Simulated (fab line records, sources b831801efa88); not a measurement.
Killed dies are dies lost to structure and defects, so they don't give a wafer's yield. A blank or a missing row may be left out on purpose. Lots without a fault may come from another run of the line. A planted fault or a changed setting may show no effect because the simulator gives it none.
Which tool did it? | flow sky130 | 24 lots, 72 wafers sampled, at 4 steps of a route of 708

WHAT THE GAUGES READ, wafer by wafer
SKY_VIA2_BOW_MEAS_03.
lot  | measured     | on            | VIA2_BOW (um)
L074 | day 34 19:25 | film_metro-03 | 95 93 89
L075 | day 35 14:17 | film_metro-01 | 88 88 80
L076 | day 35 16:43 | film_metro-02 | 78 74 84
L077 | day 35 20:05 | film_metro-01 | 86 93 86
L078 | day 36 03:37 | film_metro-01 | 85 76 84
L079 | day 36 17:37 | film_metro-03 | 79 83 71
L080 | day 37 04:50 | film_metro-01 | 95 91 94
L081 | day 37 12:37 | film_metro-01 | 77 90 87
L082 | day 37 22:37 | film_metro-03 | 96 90 91
L083 | day 38 08:01 | film_metro-02 | 90 87 90
L084 | day 38 06:28 | film_metro-02 | 74 78 69
L085 | day 38 19:35 | film_metro-02 | 83 96 85
L086 | day 39 02:25 | film_metro-02 | 91 86 83
L087 | day 39 09:12 | film_metro-01 | 79 91 90
L088 | day 39 17:58 | film_metro-02 | 97 80 76
L089 | day 39 16:52 | film_metro-03 | 84 81 84
L090 | day 40 02:55 | film_metro-03 | 87 75 93
L091 | day 40 07:08 | film_metro-02 | 80 81 78
L092 | day 40 18:44 | film_metro-02 | 98 91 83
L093 | day 40 22:06 | film_metro-01 | 82 76 84
L094 | day 41 05:01 | film_metro-02 | 85 89 85
L095 | day 41 10:32 | film_metro-01 | 82 93 78
L096 | day 41 14:29 | film_metro-02 | 80 91 71
L097 | day 41 18:33 | film_metro-01 | 107 96 104

WHICH TOOL RAN EACH LOT (tool, then ch and the chambers of the sampled wafers, then the start)
lot  | SKY_FIELD_ISO_ETCH_17           | SKY_LI_CONTACT_CMP_02         | SKY_METAL1_ETCH_18
L074 | rie_si-01 ch 0,3, day 2 03:07   | cmp-02 ch 1,2,3, day 27 11:40 | rie_metal-03 ch 0,1, day 32 09:20
L075 | rie_si-02 ch 1,2,3, day 2 12:05 | cmp-01 ch 1,2,3, day 28 05:13 | rie_metal-03 ch 1, day 33 02:37
L076 | rie_si-01 ch 1,2, day 2 15:52   | cmp-01 ch 0,2,3, day 28 08:38 | rie_metal-03 ch 1, day 33 06:00
L077 | rie_si-01 ch 1,2,3, day 2 20:14 | cmp-01 ch 2,3, day 28 15:27   | rie_metal-03 ch 1, day 33 10:40
L078 | rie_si-02 ch 0,1,3, day 3 00:52 | cmp-01 ch 0,1,2, day 29 00:10 | rie_metal-01 ch 0,1, day 33 19:22
L079 | rie_si-01 ch 1,2, day 3 08:34   | cmp-01 ch 2,3, day 29 13:18   | rie_metal-03 ch 0,1, day 34 09:11
L080 | rie_si-02 ch 2,3, day 3 11:41   | cmp-02 ch 1,2,3, day 30 01:12 | rie_metal-03 ch 0,1, day 34 20:14
L081 | rie_si-01 ch 1,2,3, day 3 18:11 | cmp-01 ch 0,2,3, day 30 09:26 | rie_metal-03 ch 0,1, day 35 03:58
L082 | rie_si-02 ch 0,1,3, day 3 21:05 | cmp-01 ch 0,1,2, day 30 19:05 | rie_metal-03 ch 0,1, day 35 14:17
L083 | rie_si-01 ch 0,2, day 4 04:02   | cmp-02 ch 0,1,3, day 31 06:43 | rie_metal-04 ch 0,1, day 35 23:52
L084 | rie_si-02 ch 0,1,3, day 4 10:20 | cmp-02 ch 0,1,3, day 31 04:41 | rie_metal-01 ch 0, day 35 21:22
L085 | rie_si-02 ch 0,2,3, day 4 15:08 | cmp-02 ch 0,1,2, day 31 18:07 | rie_metal-04 ch 0,1, day 36 10:38
L086 | rie_si-01 ch 0,1, day 4 21:44   | cmp-02 ch 0,1,2, day 32 00:21 | rie_metal-01 ch 0,1, day 36 17:50
L087 | rie_si-02 ch 1,2,3, day 5 00:26 | cmp-01 ch 0,1, day 32 10:35   | rie_metal-04 ch 0,1, day 37 01:53
L088 | rie_si-01 ch 1,2,3, day 5 07:08 | cmp-01 ch 0,1, day 32 19:22   | rie_metal-01 ch 0,1, day 37 10:22
L089 | rie_si-02 ch 1,2, day 5 11:01   | cmp-02 ch 0,1,2, day 32 19:44 | rie_metal-03 ch 0,1, day 37 09:59
L090 | rie_si-01 ch 0,1,3, day 5 17:06 | cmp-02 ch 2,3, day 33 04:16   | rie_metal-04 ch 0,1, day 37 19:14
L091 | rie_si-01 ch 0,2,3, day 5 21:49 | cmp-01 ch 0,1,3, day 33 10:10 | rie_metal-03 ch 0, day 37 23:05
L092 | rie_si-01 ch 0,2,3, day 6 03:58 | cmp-01 ch 1,2, day 33 22:34   | rie_metal-04 ch 0,1, day 38 13:02
L093 | rie_si-02 ch 0,1,2, day 6 08:43 | cmp-02 ch 1,2,3, day 34 01:55 | rie_metal-01 ch 1, day 38 15:28
L094 | rie_si-01 ch 0,1,2, day 6 12:35 | cmp-01 ch 1,2,3, day 34 09:35 | rie_metal-04 ch 0,1, day 38 22:29
L095 | rie_si-02 ch 0,2,3, day 6 19:43 | cmp-01 ch 2,3, day 34 16:20   | rie_metal-01 ch 1, day 39 04:28
L096 | rie_si-01 ch 0,2, day 6 21:59   | cmp-01 ch 0,3, day 34 20:50   | rie_metal-01 ch 0,1, day 39 08:32
L097 | rie_si-02 ch 0,1, day 7 02:59   | cmp-01 ch 0,1,3, day 35 01:04 | rie_metal-04 ch 0,1, day 39 13:31
- SKY_FIELD_ISO_ETCH_17: etches Si in HBr/Cl2/O2, target depth 342 nm, time 97.7 s.
- SKY_LI_CONTACT_CMP_02: polishes PSG.
- SKY_METAL1_ETCH_18: etches BARC in N2/H2, stops on SiO2, time 45.9 s, target depth 60 nm.

WHAT THE TOOLS THEMSELVES READ (means of the sampled wafers that have a number; where no wafer has one, the mark that the record gives instead)
SKY_FIELD_ISO_ETCH_17.
lot  | tool      | drypump_motor_current_A (A) | oes_product_au (a.u.) | throttle_valve_pct (%)
L074 | rie_si-01 | 5.9                         | 0.994                 | 25.659
L075 | rie_si-02 | 5.4                         | 0.998                 | 25.660
L076 | rie_si-01 | 5.7                         | 1.000                 | 25.664
L077 | rie_si-01 | 5.8                         | 1.000                 | 25.659
L078 | rie_si-02 | 6.0                         | 0.990                 | 25.663
L079 | rie_si-01 | 5.6                         | 0.997                 | 25.662
L080 | rie_si-02 | 5.9                         | 1.005                 | 25.656
L081 | rie_si-01 | 5.8                         | 1.001                 | 25.657
L082 | rie_si-02 | 6.0                         | 1.002                 | 25.656
L083 | rie_si-01 | 5.7                         | 1.004                 | 25.654
L084 | rie_si-02 | 6.0                         | 1.000                 | 25.651
L085 | rie_si-02 | 6.0                         | 1.004                 | 25.651
L086 | rie_si-01 | 5.7                         | 1.000                 | 25.659
L087 | rie_si-02 | 5.4                         | 0.996                 | 25.668
L088 | rie_si-01 | 5.8                         | 1.003                 | 25.660
L089 | rie_si-02 | 4.9                         | 0.990                 | 25.673
L090 | rie_si-01 | 5.8                         | 0.997                 | 25.663
L091 | rie_si-01 | 5.8                         | 1.002                 | 25.652
L092 | rie_si-01 | 5.8                         | 1.006                 | 25.652
L093 | rie_si-02 | 5.5                         | 1.008                 | 25.654
L094 | rie_si-01 | 5.7                         | 0.998                 | 25.663
L095 | rie_si-02 | 6.0                         | 0.995                 | 25.647
L096 | rie_si-01 | 5.7                         | 1.009                 | 25.657
L097 | rie_si-02 | 6.1                         | 0.995                 | 25.649

SKY_LI_CONTACT_CMP_02.
lot  | tool   | motor_current_A (A) | time_to_endpoint_s (s)
L074 | cmp-02 | 12.1                | 34.7
L075 | cmp-01 | 11.6                | 33.0
L076 | cmp-01 | 12.0                | 33.0
L077 | cmp-01 | 12.0                | 32.7
L078 | cmp-01 | 12.9                | 34.8
L079 | cmp-01 | 11.5                | 32.1
L080 | cmp-02 | 12.1                | 33.6
L081 | cmp-01 | 12.3                | 34.4
L082 | cmp-01 | 12.8                | 33.9
L083 | cmp-02 | 12.3                | 32.3
L084 | cmp-02 | 12.3                | 34.6
L085 | cmp-02 | 11.8                | 33.8
L086 | cmp-02 | 12.0                | 31.0
L087 | cmp-01 | 13.4                | 32.8
L088 | cmp-01 | 13.2                | 32.1
L089 | cmp-02 | 12.2                | 29.5
L090 | cmp-02 | 12.7                | 31.3
L091 | cmp-01 | 12.9                | 35.1
L092 | cmp-01 | 12.4                | 33.0
L093 | cmp-02 | 12.2                | 33.0
L094 | cmp-01 | 12.5                | 31.9
L095 | cmp-01 | 11.7                | 32.9
L096 | cmp-01 | 12.8                | 33.4
L097 | cmp-01 | 12.6                | 30.9

SKY_METAL1_ETCH_18.
lot  | tool         | drypump_motor_current_A (A) | h2_flow_sccm (sccm) | oes_product_au (a.u.) | throttle_valve_pct (%)
L074 | rie_metal-03 | 5.5                         | 199.7               | 0.854                 | 13.222
L075 | rie_metal-03 | 5.9                         | 198.7               | 0.853                 | 13.223
L076 | rie_metal-03 | 5.9                         | 200.1               | 0.856                 | 13.222
L077 | rie_metal-03 | 5.9                         | 199.7               | 0.854                 | 13.225
L078 | rie_metal-01 | 5.7                         | 200.2               | 0.854                 | 13.222
L079 | rie_metal-03 | 5.5                         | 200.1               | 0.860                 | 13.219
L080 | rie_metal-03 | 5.7                         | 200.4               | 0.855                 | 13.214
L081 | rie_metal-03 | 5.8                         | 200.6               | 0.858                 | 13.221
L082 | rie_metal-03 | 5.5                         | 199.7               | 0.857                 | 13.217
L083 | rie_metal-04 | 5.9                         | 200.1               | 0.856                 | 13.229
L084 | rie_metal-01 | 5.5                         | 200.1               | 0.858                 | 13.227
L085 | rie_metal-04 | 5.9                         | 200.5               | 0.852                 | 13.227
L086 | rie_metal-01 | 5.9                         | 199.8               | 0.859                 | 13.218
L087 | rie_metal-04 | 6.2                         | 199.8               | 0.852                 | 13.222
L088 | rie_metal-01 | 5.7                         | 199.8               | 0.853                 | 13.228
L089 | rie_metal-03 | 5.4                         | 199.9               | 0.852                 | 13.217
L090 | rie_metal-04 | 5.9                         | 200.6               | 0.858                 | 13.223
L091 | rie_metal-03 | 5.3                         | 199.7               | 0.857                 | 13.215
L092 | rie_metal-04 | 5.9                         | 199.8               | 0.856                 | 13.237
L093 | rie_metal-01 | 6.0                         | 200.2               | 0.856                 | 13.214
L094 | rie_metal-04 | 6.2                         | 199.5               | 0.852                 | 13.218
L095 | rie_metal-01 | 6.0                         | 199.3               | 0.854                 | 13.223
L096 | rie_metal-01 | 5.7                         | 199.8               | 0.859                 | 13.227
L097 | rie_metal-04 | 5.9                         | 199.5               | 0.859                 | 13.228

THE ANSWER, worked out from the rows above alone
Rule: what is usual is taken from the lots themselves. Put in order of their means at a reading, lots are off if they are a third of the lots or fewer, leave a main group of 4 or more, and stand apart from it by a gap of 3 or more times the standard deviation of the main group's means; of several such gaps the widest counts. A main group whose means are all the same, to the digits that the tables above print for the reading, isn't used. A lot without any number at a reading at which 4 lots or more have one is off too. The other lots that the step has rows for count as sound. The gauges are gone through in route order, then the tools' own readings, and for those a lot's mean is taken as printed above. The first step at which some lot is off is used, and at that step the reading that is off furthest; a lot without a number counts as furthest.
No lot is off at any reading shown: from this, nothing can be told.

WHAT THE SIMULATOR HAD PUT IN
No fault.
